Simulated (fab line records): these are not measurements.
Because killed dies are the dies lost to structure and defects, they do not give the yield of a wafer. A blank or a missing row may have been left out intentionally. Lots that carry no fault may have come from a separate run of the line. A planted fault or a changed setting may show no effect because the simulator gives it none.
The tool behind it: which one? ; flow gf180mcu ; 12 lots, 36 wafers sampled, at 4 steps of a route of 602

== WHAT THE GAUGES READ, wafer by wafer ==
GF_V1_BOW_MEAS_05.
lot;measured;on;V1_BOW (um)
L625;day 17 03:16;film metro-01;95 82 77
L626;day 17 14:37;film metro-01;74 67 78
L628;day 18 12:21;film metro-01;89 94 70
L629;day 19 02:44;film metro-03;86 86 81
L631;day 19 15:58;film metro-01;65 83 79
L632;day 19 21:01;film metro-03;73 65 72
L635;day 21 01:37;film metro-02;62 81 85
L636;day 21 10:29;film metro-03;77 97 89
L637;day 21 13:03;film metro-01;63 71 76
L638;day 22 03:23;film metro-03;80 79 86
L640;day 22 15:50;film metro-02;81 80 75
L648;day 25 12:55;film metro-02;89 78 86

GF_M2_THK_MEAS_06: measures by xrf.
lot;measured;on;M2_ALCU_THK (nm)
L625;day 18 05:05;film metro-03;449 444 450
L626;day 18 15:37;film metro-04;445 444 446
L628;day 19 15:32;film metro-04;443 440 444
L629;day 20 04:56;film metro-03;441 444 438
L631;day 20 19:07;film metro-02;449 445 451
L632;day 20 23:38;film metro-02;445 449 444
L635;day 22 03:26;film metro-04;444 444 447
L636;day 22 11:35;film metro-04;448 443 444
L637;day 22 15:23;film metro-02;441 448 448
L638;day 23 04:44;film metro-02;449 444 452
L640;day 23 16:14;film metro-02;437 444 437
L648;day 26 11:35;film metro-04;441 449 432

GF_V2_OVL_MEAS_15.
lot;measured;on;V2_OVL (nm)
L625;day 20 07:35;overlay-01;1 4 0
L626;day 20 17:48;overlay-02;0 -6 -13
L628;day 21 16:53;overlay-01;-1 -8 -2
L629;day 22 07:03;overlay-01;-3 -5 -3
L631;day 22 19:50;overlay-02;3 0 -11
L632;day 22 23:48;overlay-02;-12 -4 -8
L635;day 24 02:16;overlay-02;-3 -4 -1
L636;day 24 10:56;overlay-02;1 -1 3
L637;day 24 13:48;overlay-01;-1 1 -1
L638;day 25 02:15;overlay-01;2 -5 -1
L640;day 25 14:03;overlay-01;7 -1 -1
L648;day 28 03:58;overlay-02;-3 -3 -1

== WHAT TOOL EACH LOT RAN ON (gives the tool, then ch and the chambers of the sampled wafers, and finally the start) ==
lot;GF_M2_SPUTTER_04
L625;pvd sputter-04, day 18 04:55
L626;pvd sputter-02, day 18 15:27
L628;pvd sputter-01, day 19 15:22
L629;pvd sputter-04, day 20 04:46
L631;pvd sputter-01, day 20 18:57
L632;pvd sputter-02, day 20 23:28
L635;pvd sputter-02, day 22 03:15
L636;pvd sputter-04, day 22 11:24
L637;pvd sputter-02, day 22 15:13
L638;pvd sputter-02, day 23 04:34
L640;pvd sputter-04, day 23 16:04
L648;pvd sputter-02, day 26 11:25
- GF_M2_SPUTTER_04: material TiN, target thk 50 nm, time 41.7 s.

== AS READ BY THE TOOLS THEMSELVES (means over the sampled wafers that have a number; for cases with no such wafer, the mark the record gives instead) ==
GF_M2_SPUTTER_04.
lot;tool;throttle valve pct (%)
L625;pvd sputter-04;29.8
L626;pvd sputter-02;29.3
L628;pvd sputter-01;29.6
L629;pvd sputter-04;31.4
L631;pvd sputter-01;29.5
L632;pvd sputter-02;29.5
L635;pvd sputter-02;29.4
L636;pvd sputter-04;31.0
L637;pvd sputter-02;29.1
L638;pvd sputter-02;29.2
L640;pvd sputter-04;30.2
L648;pvd sputter-02;30.0

== THE ANSWER, worked out from the rows above alone ==
Rule: the usual values come from the lots themselves. The widest of any qualifying gaps counts: lots, ordered by their means at a reading, are off when they make up no more than a third of the lots, leave a main group of 4 or more, and stand apart from it by 3 or more times the standard deviation of that group's means. A main group is skipped when, at the precision printed for the reading in the tables above, its means are all equal. A lot without any number at a reading at which 4 lots or more have one is off too. The other lots that the step has rows for count as sound. The gauges are gone through in route order, then the tools' own readings, and for those a lot's mean is taken as printed above. At the first step where some lot is off, the reading lying furthest off is the one used; lots without a number count as furthest.
No lot is off on any of the readings shown, so nothing can be concluded from this.

== WHAT THE SIMULATOR HAD INSERTED ==
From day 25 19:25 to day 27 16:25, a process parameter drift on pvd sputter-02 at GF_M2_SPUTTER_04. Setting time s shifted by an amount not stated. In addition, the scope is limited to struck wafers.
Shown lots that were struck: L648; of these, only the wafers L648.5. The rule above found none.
